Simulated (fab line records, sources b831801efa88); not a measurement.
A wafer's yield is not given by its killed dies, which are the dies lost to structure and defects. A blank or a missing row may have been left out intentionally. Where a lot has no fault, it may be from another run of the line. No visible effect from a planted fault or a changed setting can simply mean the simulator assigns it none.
Matching of chambers || flow gf180mcu || 4 sister chambers for GF_V2_ETCH_16 on rieDiel-03
The step etches BARC in N2/H2. 8 wafers are shown with their chamber, then 7 later ones without.

## EACH WAFER AND ITS CHAMBER
{"wafer": "L222.6", "chamber": 1, "drypumpMotorCurrentA (A)": 5.8, "oesProductAu (a.u.)": 0.865}
{"wafer": "L227.5", "chamber": 0, "drypumpMotorCurrentA (A)": 5.9, "oesProductAu (a.u.)": 0.859}
{"wafer": "L230.3", "chamber": 2, "drypumpMotorCurrentA (A)": 5.2, "oesProductAu (a.u.)": 0.856}
{"wafer": "L233.4", "chamber": 1, "drypumpMotorCurrentA (A)": 5.8, "oesProductAu (a.u.)": 0.860}
{"wafer": "L233.5", "chamber": 0, "drypumpMotorCurrentA (A)": 5.8, "oesProductAu (a.u.)": 0.853}
{"wafer": "L233.6", "chamber": 3, "drypumpMotorCurrentA (A)": 6.7, "oesProductAu (a.u.)": 0.848}
{"wafer": "L234.1", "chamber": 3, "drypumpMotorCurrentA (A)": 6.7, "oesProductAu (a.u.)": 0.861}
{"wafer": "L234.2", "chamber": 2, "drypumpMotorCurrentA (A)": 5.3, "oesProductAu (a.u.)": 0.858}

## WAFERS MISSING THEIR CHAMBER
{"wafer": "L234.3", "drypumpMotorCurrentA (A)": 5.9, "oesProductAu (a.u.)": 0.855}
{"wafer": "L240.3", "drypumpMotorCurrentA (A)": 5.8, "oesProductAu (a.u.)": 0.853}
{"wafer": "L240.5", "drypumpMotorCurrentA (A)": 5.9, "oesProductAu (a.u.)": 0.856}
{"wafer": "L240.6", "drypumpMotorCurrentA (A)": 6.7, "oesProductAu (a.u.)": 0.852}
{"wafer": "L242.2", "drypumpMotorCurrentA (A)": 5.9, "oesProductAu (a.u.)": 0.857}
{"wafer": "L242.3", "drypumpMotorCurrentA (A)": 5.7, "oesProductAu (a.u.)": 0.855}
{"wafer": "L242.6", "drypumpMotorCurrentA (A)": 6.7, "oesProductAu (a.u.)": 0.866}

## EACH ONE'S CHAMBER
{"wafer": "L234.3", "from the rows above": "can't be placed: 0 or 1", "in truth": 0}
{"wafer": "L240.3", "from the rows above": "can't be placed: 0 or 1", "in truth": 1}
{"wafer": "L240.5", "from the rows above": "can't be placed: 0 or 1", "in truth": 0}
{"wafer": "L240.6", "from the rows above": 3, "in truth": 3}
{"wafer": "L242.2", "from the rows above": "can't be placed: 0 or 1", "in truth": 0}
{"wafer": "L242.3", "from the rows above": "can't be placed: 1 or 0", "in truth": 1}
{"wafer": "L242.6", "from the rows above": 3, "in truth": 3}
Correctly placed: 2 of 7. These rows do not allow placing 5 (true chamber among the candidates in 5). 0 placed wrongly.
How it was worked out, from the rows above alone: a wafer's distance from a chamber is the root of the sum, over the readings, of the square of ((its reading less the chamber's mean) divided by the reading's scatter). If the next closest chamber is less than 2 further off than the closest, the wafer can't be placed; otherwise it belongs to the closest. For every chamber, the mean is computed from those of its wafers that are shown. The scatter is the square root of a quotient: the sum, over the shown wafers, of each reading's squared deviation from its chamber's mean, divided by wafers minus chambers.
